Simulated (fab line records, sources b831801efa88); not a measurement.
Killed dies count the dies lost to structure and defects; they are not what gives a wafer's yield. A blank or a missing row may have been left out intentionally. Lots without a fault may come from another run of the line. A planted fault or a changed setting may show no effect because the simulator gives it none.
One fault through the eyes of 2 desks | flow sky130 | each desk holds nothing but its own numbers, with what lay behind them at the end

## FOR THE TOOL OWNER'S DESK: plasma asher-01
The tool's own readings at SKY_VT_ADJUST_LVTN_STRIP_20 (strips in O2/N2): means of the sampled wafers that have a number, for each lot that ran on this tool. The brackets show how far a lot's mean lies from the usual mean; more than 4 standard deviations puts the lot out of limits, marked OUT.
Columns: A = drypump motor current A at SKY_VT_ADJUST_LVTN_STRIP_20, usual 5.6 A; B = oes product au at SKY_VT_ADJUST_LVTN_STRIP_20, usual 0.715 a.u.; C = strip time to endpoint s at SKY_VT_ADJUST_LVTN_STRIP_20, usual 14.16 s
lot  | first seen here | A   | B               | C
L259 | day 7 22:02     | 4.9 | 0.713           | 14.16
L264 | day 9 11:23     | 5.7 | 0.714           | 14.13
L265 | day 9 20:48     | 5.3 | 0.711           | 14.11
L266 | day 9 23:47     | 5.7 | 0.937 (+53) OUT | -
L275 | day 12 16:59    | 5.2 | 0.712           | 14.21
L277 | day 12 23:51    | 5.6 | 0.718           | 14.16
Finding of this desk: L266 out of limits; the first was L266 at day 9 23:47, on oes product au at SKY_VT_ADJUST_LVTN_STRIP_20. In limits: L259, L264, L265, L275, L277.

## AT THE METROLOGY DESK
What the gauges read for every lot (on any tool): the sampled wafers with a number, averaged. The brackets show how far a lot's mean lies from the usual mean; more than 4 standard deviations puts the lot out of limits, marked OUT.
Columns: A = NWELL_01_OVL at SKY_NWELL_OVL_MEAS_23, usual 0.3 nm; B = VT_ADJUST_HVTP_OVL at SKY_VT_ADJUST_HVTP_OVL_MEAS_08, usual -0.7 nm; C = VT_ADJUST_NCORE_TW at SKY_VT_ADJUST_NCORE_TW_MEAS_11, usual 219.2; D = VT_ADJUST_HVTR_OVL at SKY_VT_ADJUST_HVTR_OVL_MEAS_08, usual -0.4 nm
lot  | first seen here | A    | B    | C              | D
L259 | day 5 11:33     | -2.2 | -1.6 | 218.7          | -1.5
L260 | day 5 21:24     | -1.1 | -2.9 | 217.0          | 2.1
L262 | day 6 03:51     | 0.6  | -0.6 | 216.4          | -0.0
L264 | day 6 21:16     | 0.4  | -0.1 | 220.8          | -1.3
L265 | day 7 05:06     | 1.0  | -2.0 | 217.1          | -0.0
L266 | day 7 08:04     | 1.4  | -0.0 | 30.0 (-95) OUT | -1.2
L267 | day 7 14:57     | 2.6  | 1.4  | 218.8          | -0.3
L275 | day 9 16:03     | 0.6  | -0.5 | 220.1          | 0.8
L276 | day 9 20:58     | -0.4 | -1.3 | 219.8          | -1.1
L277 | day 9 23:57     | -0.1 | -1.2 | 216.8          | -1.2
L278 | day 10 07:34    | -0.6 | 1.3  | 220.3          | -0.5
L279 | day 10 13:07    | 0.7  | -0.3 | 221.5          | 0.8
L281 | day 11 04:09    | -0.1 | -1.3 | 216.8          | -1.3
This desk reports L266 out of limits; the earliest was L266 at day 10 22:53 (VT_ADJUST_NCORE_TW at SKY_VT_ADJUST_NCORE_TW_MEAS_11). In limits: L259, L260, L262, L264, L265, L267, L275, L276, L277, L278, L279, L281.

## ALL TOGETHER
The tool owner's desk could have raised an alarm at day 9 23:47, on L266.
An alarm was possible from the metrology desk at day 10 22:53, on L266.
All the named lots went through SKY_VT_ADJUST_LVTN_STRIP_20 on plasma asher-01.

## WHAT WAS PUT IN BY THE SIMULATOR
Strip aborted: plasma asher-01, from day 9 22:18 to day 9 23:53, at SKY_VT_ADJUST_LVTN_STRIP_20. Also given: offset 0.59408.
Shown lots that were struck: L266.
Counting hours from when the fault started, the first reading out of limits came at 1 for the tool owner's desk and at 25 for the metrology desk.
